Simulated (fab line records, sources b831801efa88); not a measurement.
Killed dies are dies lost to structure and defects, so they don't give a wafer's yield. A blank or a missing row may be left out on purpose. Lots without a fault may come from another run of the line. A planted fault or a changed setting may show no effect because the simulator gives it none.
A struck lot beside a sound one | flow gf180mcu | 15 steps out of a route of 602
Sound: wafers L662.1, L662.5, L662.6. Struck: wafer L677.4. (L677.5, L677.6 of the same lot were not struck and are left out.) The cause comes at the end.
At each step with rows: each side's tool, then ch and its chambers, then its first start. Under that, the readings that differ: sound wafers | struck wafers | difference of the means | sigmas: that difference in standard deviations of wafers without a fault.
alike: readings whose means differ by less than 2 such deviations, and words and numbers that are the same on both sides. not compared: withheld readings, readings that some wafer has no value for, bounds like >300 that may hide the same value, and numbers for which the record gives no deviation and whose values overlap.
The two part at a step that has a row with sigmas, a row that says differs or no value, or rows on one side only. Numbers that don't overlap but have no deviation are shown without sigmas and don't part them. A reading that every wafer of one side lacks parts them only if that side has two wafers or more.

GF_V3_OVL_MEAS_15:
  sound on overlay-02, day 24 13:59; struck on overlay-01, day 29 01:05
  alike: V3_OVL
GF_V3_ETCH_16: etches BARC in N2/H2.
  sound on rie_diel-04 ch 1,2, day 24 14:01; struck on rie_diel-03 ch 3, day 29 01:07
  alike: bias_w, drypump_motor_current_A, n2_flow_sccm, oes_product_au, throttle_valve_pct
GF_V3_ETCH_17: etches SiO2 in C4F8/O2/Ar, stops on TiN, target depth 635 nm.
  sound on rie_diel-04 ch 1,2; struck on rie_diel-03 ch 3
  alike: bias_w, oes_product_au
then, 3 steps without rows for these wafers: GF_V3_STRIP_18 (strips in O2/N2); GF_V3_STRIP_19 (strips in post etch residue remover, time 1200 s); GF_V3_CLEAN_20 (cleans in DIW).
GF_V3_SPUTTER_21: material Ti, target thk 15 nm, time 80.02 s.
  sound on pvd_sputter-02, day 24 14:43; struck on pvd_sputter-04, day 29 01:46
  alike: chamber_pressure_pa, throttle_valve_pct
then, 1 step without rows for these wafers: GF_V3_SPUTTER_22 (material TiN, target thk 10 nm, time 40 s).
GF_V3_CVD_23: deposits W, target thk 350 nm, time 104.9 s.
  sound on cvd_w-01 ch 1, day 24 14:49; struck on cvd_w-02 ch 0, day 29 01:55
  alike: heater_power_w
GF_V3_RS_MEAS_24: measures by four-point-probe.
  sound on film_metro-02, day 24 15:02; struck on film_metro-02, day 29 02:02
  alike: V3_W_RS
GF_V3_THK_MEAS_25: measures by xrf.
  sound on film_metro-02, day 24 15:10; struck on film_metro-02, day 29 02:08
  alike: V3_W_THK
then, 1 step without rows for these wafers: GF_V3_CMP_26 (polishes, stops on SiO2, t overpolish 15 s, target thk 0 nm).
GF_M4_SPUTTER_00: material Ti, target thk 37.5 nm, time 150 s.
  sound on pvd_sputter-01, day 24 15:31; struck on pvd_sputter-01, day 29 02:35
  reading                               | sound             | struck | difference | sigmas
  chamber_pressure_pa (Pa)              | 1.998 2.002 2.004 | 2.103  | +0.102     | +27
  model.Ti_of_M4_SPUTTER_00.thk_nm (nm) | 37.57 37.5 37.21  | 36.25  | -1.18      |
  alike: throttle_valve_pct
GF_M4_SPUTTER_01: material TiN, target thk 30 nm, time 25 s.
  sound on pvd_sputter-01, day 24 15:37; struck on pvd_sputter-01, day 29 02:41
  alike: chamber_pressure_pa, throttle_valve_pct
GF_PASSIVATION_PROBE_99:
  the record has rows for the sound wafers here (prober-01, day 30 21:13) and none for the struck ones

WHERE THEY PART
First at GF_M4_SPUTTER_00; last, within this record, at GF_PASSIVATION_PROBE_99.

WHY: what the simulator had put in
Process parameter drift: pvd_sputter-01, from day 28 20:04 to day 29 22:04, at GF_M4_SPUTTER_00. Setting chamber_pressure_pa, moved by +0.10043, from 2. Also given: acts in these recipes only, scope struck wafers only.
